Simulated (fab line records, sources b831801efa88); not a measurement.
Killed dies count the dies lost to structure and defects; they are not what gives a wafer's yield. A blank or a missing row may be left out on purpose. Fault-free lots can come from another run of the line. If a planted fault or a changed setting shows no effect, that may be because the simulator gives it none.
Chamber matching + flow gf180mcu + GF_V3_CMP_04 on cmp-01: 4 sister chambers
The step polishes SiO2. 14 wafers are shown with their chamber, then 7 later ones without.

WAFERS WITH THEIR CHAMBER
| wafer  | chamber | motor current A (A) | time to endpoint s (s) | slurry filter dp kPa (kPa) |
|--------|---------|---------------------|------------------------|----------------------------|
| L300.1 | 3       | 13.6                | 77                     | 13.34                      |
| L300.2 | 1       | 12.5                | 80                     | 13.56                      |
| L300.3 | 0       | 13.3                | 80                     | 13.52                      |
| L302.1 | 1       | 11.6                | 79                     | 13.44                      |
| L302.2 | 3       | 13.4                | 86                     | 13.30                      |
| L302.3 | 0       | 12.7                | 83                     | 13.45                      |
| L304.3 | 2       | 12.7                | 80                     | 13.44                      |
| L304.5 | 2       | 12.3                | 77                     | 13.46                      |
| L304.6 | 3       | 13.1                | 82                     | 13.57                      |
| L306.1 | 0       | 12.2                | 80                     | 13.66                      |
| L306.3 | 1       | 12.4                | 86                     | 13.32                      |
| L306.4 | 3       | 13.9                | 91                     | 13.57                      |
| L318.1 | 0       | 12.6                | 80                     | 13.74                      |
| L318.2 | 1       | 12.3                | 74                     | 13.61                      |

SIGNATURES, as means of the wafers listed above
| reading              | chamber 0 | chamber 1 | chamber 2 | chamber 3 | scatter within a chamber |
|----------------------|-----------|-----------|-----------|-----------|--------------------------|
| motor current A      | 12.700    | 12.200    | 12.500    | 13.500    | 0.392                    |
| time to endpoint s   | 80.75     | 79.75     | 78.50     | 84.00     | 4.36                     |
| slurry filter dp kPa | 13.5925   | 13.4825   | 13.4500   | 13.4450   | 0.129                    |
Rule: distance of a wafer from a chamber = root of the sum over the readings of ((wafer's reading minus chamber's mean) / reading's scatter) squared. The wafer belongs to the nearest chamber; if the next one is less than 2 further off, it can't be placed. The scatter: the root of (the sum of the squares of (reading less its chamber's mean) over the shown wafers, divided by (wafers less chambers)).

WAFERS WITH NO CHAMBER GIVEN
| wafer  | motor current A (A) | time to endpoint s (s) | slurry filter dp kPa (kPa) |
|--------|---------------------|------------------------|----------------------------|
| L318.4 | 11.6                | 83                     | 13.38                      |
| L319.1 | 12.6                | 75                     | 13.53                      |
| L319.2 | 13.3                | 78                     | 13.38                      |
| L319.5 | 13.8                | 84                     | 13.47                      |
| L323.2 | 12.3                | 77                     | 13.46                      |
| L323.3 | 11.9                | 83                     | 13.54                      |
| L323.6 | 12.8                | 88                     | 13.46                      |

CHAMBER TAKEN BY EACH
| wafer  | from the rows above               | in truth |
|--------|-----------------------------------|----------|
| L318.4 | can't be placed: 1 or 2 or 0      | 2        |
| L319.1 | can't be placed: 2 or 0 or 1      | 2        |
| L319.2 | can't be placed: 3 or 2 or 0 or 1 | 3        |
| L319.5 | 3                                 | 3        |
| L323.2 | can't be placed: 2 or 1 or 0      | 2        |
| L323.3 | can't be placed: 1 or 2 or 0      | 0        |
| L323.6 | can't be placed: 0 or 3 or 2 or 1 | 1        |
1 of 7 placed correctly. Cannot be placed on the basis of these rows: 6; the candidates contain the true chamber in 6. Number placed wrongly: 0.
